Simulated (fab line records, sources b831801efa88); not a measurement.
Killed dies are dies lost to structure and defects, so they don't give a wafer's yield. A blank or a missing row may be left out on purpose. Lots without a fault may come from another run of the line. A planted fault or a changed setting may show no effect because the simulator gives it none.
Which tool did it? | flow gf180mcu | 14 lots, 42 wafers sampled, at 6 steps of a route of 602

WHAT THE GAUGES READ, wafer by wafer
GF_POLY_GATE_OVL_MEAS_11.
lot  | measured     | on         | POLY_GATE_OVL (nm)
L449 | day 9 08:38  | overlay-01 | 2 6 -2
L450 | day 9 22:14  | overlay-02 | 0 -6 -2
L451 | day 10 04:26 | overlay-01 | 4 5 6
L452 | day 10 08:50 | overlay-01 | 10 3 12
L453 | day 10 14:41 | overlay-01 | -4 -2 6
L454 | day 10 22:21 | overlay-02 | -11 -11 -9
L456 | day 11 13:03 | overlay-01 | 3 -6 2
L458 | day 12 04:56 | overlay-01 | 0 2 3
L459 | day 12 11:08 | overlay-01 | 5 -3 0
L460 | day 12 23:45 | overlay-01 | 0 -2 6
L461 | day 13 08:38 | overlay-02 | -3 -8 -8
L466 | day 14 17:51 | overlay-01 | 0 4 4
L470 | day 15 17:26 | overlay-02 | 7 4 6
L471 | day 16 06:14 | overlay-01 | 1 -2 -6

GF_HV_LDD_TW_MEAS_38.
lot  | measured     | on            | HV_LDD_3_TW
L449 | day 11 17:28 | film_metro-02 | 1435 1430 1435
L450 | day 12 08:20 | film_metro-02 | 1422 1430 1430
L451 | day 12 16:07 | film_metro-04 | 1409 1403 1408
L452 | day 12 20:04 | film_metro-04 | 1402 1403 1399
L453 | day 13 01:31 | film_metro-02 | 1436 1439 1437
L454 | day 13 09:44 | film_metro-01 | 1438 1438 1430
L456 | day 14 01:31 | film_metro-04 | 1413 1403 1410
L458 | day 14 22:52 | film_metro-04 | 1403 1414 1413
L459 | day 15 07:34 | film_metro-04 | 1419 1413 1412
L460 | day 15 18:16 | film_metro-04 | 1415 1416 1419
L461 | day 16 03:19 | film_metro-02 | 1522 1533 1540 1539 1530 1533
L466 | day 17 15:58 | film_metro-02 | 1533 1532 1532 1534 1529 1530
L470 | day 18 15:52 | film_metro-04 | 1399 1407 1407
L471 | day 19 06:13 | film_metro-01 | 1451 1446 1449

GF_HV_LDD_CD_MEAS_46: target cd 400 nm.
lot  | measured     | on        | cd_nm (nm)
L449 | day 12 12:37 | cd_sem-02 | 394.4 395.3 394.4
L450 | day 13 03:11 | cd_sem-01 | 395.7 393.5 393.6
L451 | day 13 11:49 | cd_sem-02 | 399.2 398.8 397.9
L452 | day 13 15:04 | cd_sem-02 | 395.3 397.8 396.4
L453 | day 13 21:21 | cd_sem-02 | 397.9 395.1 398.6
L454 | day 14 05:51 | cd_sem-02 | 397.7 396.2 395.4
L456 | day 14 22:06 | cd_sem-01 | 396.3 396.1 397.5
L458 | day 15 20:45 | cd_sem-01 | 398.4 397.3 398.2
L459 | day 16 04:53 | cd_sem-01 | 401.2 401.5 402.0
L460 | day 16 16:15 | cd_sem-02 | 396.5 398.3 397.3
L461 | day 17 01:29 | cd_sem-01 | 395.2 395.5 396.9
L466 | day 18 14:03 | cd_sem-01 | 396.5 393.9 397.6
L470 | day 19 16:12 | cd_sem-02 | 397.9 396.6 398.2
L471 | day 20 06:29 | cd_sem-02 | 397.2 394.0 394.1

GF_HV_LDD_TW_MEAS_50.
lot  | measured     | on            | HV_LDD_4_TW
L449 | day 12 13:01 | film_metro-01 | 577 576 577
L450 | day 13 03:34 | film_metro-01 | 573 573 572
L451 | day 13 12:13 | film_metro-01 | 574 573 575
L452 | day 13 15:28 | film_metro-02 | 572 571 574
L453 | day 13 21:46 | film_metro-01 | 573 572 573
L454 | day 14 06:16 | film_metro-01 | 575 575 575
L456 | day 14 22:29 | film_metro-01 | 576 575 579
L458 | day 15 21:10 | film_metro-02 | 571 572 569
L459 | day 16 05:17 | film_metro-01 | 576 577 576
L460 | day 16 16:40 | film_metro-02 | 569 571 569
L461 | day 17 01:53 | film_metro-04 | 562 559 562
L466 | day 18 14:28 | film_metro-01 | 575 571 576
L470 | day 19 16:37 | film_metro-02 | 571 570 568
L471 | day 20 06:53 | film_metro-01 | 577 578 574

GF_HV_LDD_RS_MEAS_53: measures by four-point-probe.
lot  | measured     | on            | HV_LDD_RS (ohm/sq)
L449 | day 12 13:11 | film_metro-02 | 417.8 418.5 417.9
L450 | day 13 03:46 | film_metro-04 | 419.3 419.4 419.9
L451 | day 13 12:25 | film_metro-04 | 421.4 421.0 419.7
L452 | day 13 15:43 | film_metro-04 | 418.9 417.7 419.3
L453 | day 13 21:56 | film_metro-02 | 419.3 419.1 421.9
L454 | day 14 06:26 | film_metro-04 | 419.5 419.1 417.9
L456 | day 14 22:41 | film_metro-01 | 419.9 419.8 419.8
L458 | day 15 21:20 | film_metro-01 | 420.6 421.4 420.7
L459 | day 16 05:28 | film_metro-04 | 420.6 420.4 420.6
L460 | day 16 16:50 | film_metro-02 | 420.3 418.6 418.1
L461 | day 17 02:05 | film_metro-01 | 400.8 402.1 401.7 400.5 400.9 401.0
L466 | day 18 14:38 | film_metro-04 | 399.6 402.4 399.7 400.1 401.1 399.9
L470 | day 19 16:47 | film_metro-01 | 418.8 420.3 419.5
L471 | day 20 07:04 | film_metro-02 | 420.5 420.5 419.6

WHICH TOOL RAN EACH LOT (tool, then ch and the chambers of the sampled wafers, then the start)
lot  | GF_HV_LDD_IMPLANT_36
L449 | implanter-03 ch 0, day 11 17:13
L450 | implanter-01 ch 0, day 12 08:07
L451 | implanter-01 ch 0, day 12 15:53
L452 | implanter-01 ch 0, day 12 19:49
L453 | implanter-01 ch 0, day 13 01:16
L454 | implanter-02 ch 0, day 13 09:29
L456 | implanter-01 ch 0, day 14 01:17
L458 | implanter-01 ch 0, day 14 22:37
L459 | implanter-01 ch 0, day 15 07:19
L460 | implanter-01 ch 0, day 15 18:01
L461 | implanter-01 ch 0, day 16 02:47
L466 | implanter-02 ch 0, day 17 15:25
L470 | implanter-01 ch 0, day 18 15:37
L471 | implanter-03 ch 0, day 19 05:58
- GF_HV_LDD_IMPLANT_36

WHAT THE TOOLS THEMSELVES READ (means of the sampled wafers that have a number; where no wafer has one, the mark that the record gives instead)
The record holds no such reading with a usual standard deviation.

THE ANSWER, worked out from the rows above alone
Rule: what is usual is taken from the lots themselves. Put in order of their means at a reading, lots are off if they are a third of the lots or fewer, leave a main group of 4 or more, and stand apart from it by a gap of 3 or more times the standard deviation of the main group's means; of several such gaps the widest counts. A main group whose means are all the same, to the digits that the tables above print for the reading, isn't used. A lot without any number at a reading at which 4 lots or more have one is off too. The other lots that the step has rows for count as sound. The gauges are gone through in route order, then the tools' own readings, and for those a lot's mean is taken as printed above. The first step at which some lot is off is used, and at that step the reading that is off furthest; a lot without a number counts as furthest.
Off: L461, L466, at GF_HV_LDD_TW_MEAS_38 (HV_LDD_3_TW). The main group: mean 1420, standard deviation 15.
A tool fits if, at a process step before that reading, it ran every lot that is off, and no sound lot after the first of them. The gauges at GF_HV_LDD_TW_MEAS_38 aren't tried: what is off there is off at GF_HV_LDD_RS_MEAS_53 too, on other tools, and a gauge's error can't cause that. None of those tried fits.

WHAT THE SIMULATOR HAD PUT IN
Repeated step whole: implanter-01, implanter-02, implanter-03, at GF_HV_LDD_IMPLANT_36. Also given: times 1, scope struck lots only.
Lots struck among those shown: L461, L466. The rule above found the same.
